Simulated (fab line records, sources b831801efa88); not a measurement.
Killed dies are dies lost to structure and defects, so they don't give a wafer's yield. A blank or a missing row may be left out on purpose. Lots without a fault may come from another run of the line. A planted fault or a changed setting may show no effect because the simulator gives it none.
Chamber matching | flow sky130 | SKY_POLY_GATE_ETCH_17 on rie_si-01: 4 sister chambers
The step etches poly-Si in HBr/Cl2, stops on SiO2, target depth 180 nm, time 70.5 s. 8 wafers are shown with their chamber, then 9 later ones without.

WAFERS WITH THEIR CHAMBER
wafer  | chamber | oes_product_au (a.u.) | throttle_valve_pct (%)
L406.5 | 3       | 1.004                 | 33.662
L415.6 | 1       | 0.986                 | 33.684
L418.1 | 2       | 0.989                 | 33.682
L418.4 | 0       | 1.005                 | 33.685
L418.5 | 1       | 0.995                 | 33.688
L421.1 | 2       | 1.004                 | 33.700
L421.2 | 0       | 0.996                 | 33.680
L421.5 | 3       | 0.983                 | 33.698

WAFERS WITHOUT THEIR CHAMBER
wafer  | oes_product_au (a.u.) | throttle_valve_pct (%)
L423.3 | 0.983                 | 33.673
L423.5 | 0.988                 | 33.668
L423.6 | 0.981                 | 33.672
L425.1 | 0.982                 | 33.685
L425.3 | 0.983                 | 33.705
L425.5 | 0.987                 | 33.682
L426.2 | 0.987                 | 33.685
L426.3 | 0.983                 | 33.686
L426.5 | 0.977                 | 33.687

WHICH CHAMBER EACH WENT THROUGH
wafer  | from the rows above               | in truth
L423.3 | can't be placed: 3 or 1 or 2 or 0 | 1
L423.5 | can't be placed: 3 or 1 or 0 or 2 | 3
L423.6 | can't be placed: 1 or 3 or 2 or 0 | 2
L425.1 | can't be placed: 1 or 3 or 2 or 0 | 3
L425.3 | can't be placed: 1 or 2 or 3 or 0 | 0
L425.5 | can't be placed: 1 or 3 or 2 or 0 | 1
L426.2 | can't be placed: 1 or 3 or 2 or 0 | 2
L426.3 | can't be placed: 1 or 3 or 2 or 0 | 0
L426.5 | can't be placed: 1 or 3 or 2 or 0 | 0
Placed correctly: 0 of 9. Can't be placed from these rows: 9 (the true chamber is among the candidates in 9). Placed wrongly: 0.
How it was worked out, from the rows above alone: a wafer's distance from a chamber is the root of the sum, over the readings, of the square of ((its reading less the chamber's mean) divided by the reading's scatter). The wafer belongs to the nearest chamber; if the next one is less than 2 further off, it can't be placed. A chamber's mean is the mean of its shown wafers. The scatter: the root of (the sum of the squares of (reading less its chamber's mean) over the shown wafers, divided by (wafers less chambers)).
